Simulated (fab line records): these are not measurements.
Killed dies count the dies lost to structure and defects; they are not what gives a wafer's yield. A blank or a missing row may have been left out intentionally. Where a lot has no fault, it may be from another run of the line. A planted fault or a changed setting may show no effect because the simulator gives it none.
Which of the tools did it? -- flow sky130 -- 14 lots with 42 wafers sampled at 5 steps, on a route of 708 steps

== WHAT THE GAUGES READ, wafer by wafer ==
SKY_VT_ADJUST_HVTR_OVL_MEAS_08. Usual: VT_ADJUST_HVTR_OVL gives -1.4 nm (standard deviation 1.3).
lot,measured,on,VT_ADJUST_HVTR_OVL (nm),flag
L786,day 10 03:52,overlay-01,-4.4 -2.8 -2.2,
L787,day 11 00:32,overlay-01,-0.5 -0.9 -0.3,
L788,day 11 15:52,overlay-02,-0.9 1.1 -0.4,
L790,day 12 03:03,overlay-02,1.3 1.8 2.0,
L789,day 12 04:03,overlay-02,-1.2 0.0 -2.0,
L791,day 12 12:21,overlay-02,-1.7 -1.5 -1.2,
L794,day 12 19:28,overlay-02,-1.0 -0.4 -0.7,
L798,day 14 06:00,overlay-01,-1.1 -2.1 -0.1,
L799,day 14 12:15,overlay-02,-2.6 -1.4 -2.0,
L800,day 14 18:28,overlay-01,-0.8 -0.9 -0.6,
L802,day 15 09:31,overlay-01,-1.6 -1.9 -2.0,
L803,day 15 13:32,overlay-01,-0.8 -1.0 -0.7,
L804,day 15 17:59,overlay-02,-2.8 -0.3 -1.5,
L805,day 16 12:04,overlay-01,0.5 -0.3 0.4,

SKY_VT_ADJUST_PCH_TW_MEAS_10. Usual: VT_ADJUST_PCH_TW gives 142.5 (standard deviation 0.92).
lot,measured,on,VT_ADJUST_PCH_TW,flag
L786,day 11 03:25,film metro-03,141.6 141.6 141.3,
L787,day 12 01:40,film metro-02,141.3 141.4 142.1,
L788,day 12 18:22,film metro-04,143.3 143.4 143.8,
L790,day 13 05:52,film metro-03,142.8 143.1 142.9,
L789,day 13 06:59,film metro-04,143.6 143.9 143.3,
L791,day 13 15:11,film metro-04,142.7 143.2 143.8,
L794,day 13 21:56,film metro-04,142.6 143.2 143.0,
L798,day 15 08:17,film metro-04,142.5 142.5 142.4,
L799,day 15 15:13,film metro-02,142.2 142.0 142.6,
L800,day 15 21:37,film metro-02,141.7 142.4 142.1,
L802,day 16 13:40,film metro-03,143.6 143.0 143.1,
L803,day 16 18:13,film metro-02,142.7 142.8 142.0,
L804,day 16 23:05,film metro-03,142.7 142.2 143.9,
L805,day 17 16:48,film metro-03,141.1 142.0 141.5,

SKY_GATE_OXIDE_OVL_MEAS_10. Usual: GATE_OXIDE_OVL gives -0.1 nm (standard deviation 1).
lot,measured,on,GATE_OXIDE_OVL (nm),flag
L786,day 14 16:41,overlay-02,0.4 0.8 0.6,
L787,day 15 16:59,overlay-02,1.7 1.2 -0.5,
L788,day 16 10:44,overlay-01,0.7 0.1 -1.2,
L790,day 16 22:01,overlay-02,-0.3 0.0 -1.5,
L789,day 16 23:23,overlay-01,-2.0 -0.7 -2.5,
L791,day 17 15:47,overlay-01,-0.2 -1.9 -2.1,
L794,day 18 03:23,overlay-02,-0.9 -1.8 0.0,
L798,day 19 14:41,overlay-02,-0.2 -1.4 -1.0,
L799,day 19 14:32,overlay-02,0.0 1.1 0.7,
L800,day 19 23:50,overlay-01,-115.6 -116.0 -117.7,OFF
L802,day 20 15:32,overlay-01,-116.6 -116.9 -117.3,OFF
L803,day 20 17:47,overlay-01,-117.3 -118.7 -117.7,OFF
L804,day 21 01:04,overlay-02,0.7 0.8 2.9,
L805,day 21 20:03,overlay-02,-116.6 -115.6 -115.2,OFF

== TOOL THAT RAN EACH LOT (tool first, then ch and the chambers of the sampled wafers, then the start) ==
lot,SKY_VT_ADJUST_PCH_STRIP_09,SKY_GATE_OXIDE_EXPOSE_07
L786,"plasma asher-04 ch 0,1, day 11 03:19","iline stepper-01 ch 0, day 14 03:08"
L787,"plasma asher-02 ch 0,1, day 12 01:34","iline stepper-02 ch 0, day 15 03:40"
L788,"plasma asher-04 ch 0, day 12 18:16","iline stepper-02 ch 0, day 15 21:09"
L790,"plasma asher-02 ch 0,1, day 13 05:46","iline stepper-02 ch 0, day 16 08:13"
L789,"plasma asher-04 ch 0,1, day 13 06:52","iline stepper-01 ch 0, day 16 09:28"
L791,"plasma asher-01 ch 0,1, day 13 15:05","iline stepper-02 ch 0, day 17 02:27"
L794,"plasma asher-01 ch 0,1, day 13 21:49","iline stepper-01 ch 0, day 17 12:32"
L798,"plasma asher-02 ch 0,1, day 15 08:12","iline stepper-01 ch 0, day 18 23:10"
L799,"plasma asher-02 ch 0,1, day 15 15:07","iline stepper-01 ch 0, day 18 22:49"
L800,"plasma asher-01 ch 0,1, day 15 21:31","iline stepper-01 ch 0, day 19 09:14"
L802,"plasma asher-01 ch 0,1, day 16 13:34","iline stepper-01 ch 0, day 19 23:41"
L803,"plasma asher-02 ch 0,1, day 16 18:07","iline stepper-01 ch 0, day 20 02:19"
L804,"plasma asher-01 ch 0,1, day 16 22:58","iline stepper-02 ch 0, day 20 09:34"
L805,"plasma asher-01 ch 0,1, day 17 16:42","iline stepper-01 ch 0, day 21 04:46"
- SKY_VT_ADJUST_PCH_STRIP_09: strips in O2/N2.
- SKY_GATE_OXIDE_EXPOSE_07: exposes mask LVOM, target cd 600 nm.

== AS READ BY THE TOOLS THEMSELVES (means over the sampled wafers that have a number; for cases with no such wafer, the mark the record gives instead) ==
SKY_VT_ADJUST_PCH_STRIP_09. Usual: drypump motor current A 5.8 A, standard deviation 0.31; oes product au 0.722 a.u., standard deviation 0.0046; strip time to endpoint s 36.88 s, standard deviation 0.1.
lot,tool,drypump motor current A (A),oes product au (a.u.),strip time to endpoint s (s),flag
L786,plasma asher-04,5.6,0.723,36.91,
L787,plasma asher-02,5.8,0.722,36.83,
L788,plasma asher-04,5.7,0.721,36.77,
L790,plasma asher-02,5.9,0.721,36.92,
L789,plasma asher-04,5.6,0.724,36.88,
L791,plasma asher-01,6.0,0.719,36.82,
L794,plasma asher-01,6.0,0.725,36.76,
L798,plasma asher-02,5.8,0.725,36.92,
L799,plasma asher-02,5.8,0.723,36.93,
L800,plasma asher-01,6.1,0.723,36.92,
L802,plasma asher-01,6.0,0.724,36.76,
L803,plasma asher-02,5.8,0.721,36.74,
L804,plasma asher-01,6.1,0.724,36.92,
L805,plasma asher-01,6.1,0.720,36.92,

SKY_GATE_OXIDE_EXPOSE_07. Usual: exposure dose mJ cm2 170.03, standard deviation 0.16; stage vel mm s 499.96 mm/s, standard deviation 0.25.
lot,tool,exposure dose mJ cm2,stage vel mm s (mm/s),flag
L786,iline stepper-01,170.16,500.07,
L787,iline stepper-02,170.15,500.07,
L788,iline stepper-02,169.75,499.92,
L790,iline stepper-02,170.18,500.19,
L789,iline stepper-01,170.06,500.07,
L791,iline stepper-02,170.25,499.61,
L794,iline stepper-01,169.94,499.82,
L798,iline stepper-01,170.11,499.66,
L799,iline stepper-01,170.03,500.08,
L800,iline stepper-01,169.92,499.89,
L802,iline stepper-01,169.89,500.20,
L803,iline stepper-01,169.82,499.96,
L804,iline stepper-02,170.06,500.03,
L805,iline stepper-01,169.92,499.89,

== THE ANSWER, worked out from the rows above alone ==
Rule: a lot is off if the mean of its wafers that have a number lies more than 3 standard deviations from the usual mean. A lot without any number at a reading at which 4 lots or more have one is off too. The other lots that the step has rows for count as sound. First the gauges in route order, then the tools' own readings, where a lot's mean is used as printed above. The first step at which some lot is off is used, and at that step the reading that is off furthest; a lot without a number counts as furthest.
Off: at SKY_GATE_OXIDE_OVL_MEAS_10 (GATE_OXIDE_OVL), L800, L802, L803, L805.
A tool fits if, at a process step before that reading, it ran every lot that is off, and no sound lot after the first of them. Gauges at SKY_GATE_OXIDE_OVL_MEAS_10: tried the same way as those tools. One fits: SKY_GATE_OXIDE_EXPOSE_07 on iline stepper-01. A fault onset in the window from L798 (day 18 23:10, its last sound lot) to L800 (day 19 09:14, its first lot off) fits.

== WHAT THE SIMULATOR HAD PUT IN ==
Scanner matching overlay: iline stepper-01, from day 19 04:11 on, at SKY_GATE_OXIDE_EXPOSE_07. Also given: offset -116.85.
Struck lots among those shown: L800, L802, L803, L805. The rule given above showed the same thing.
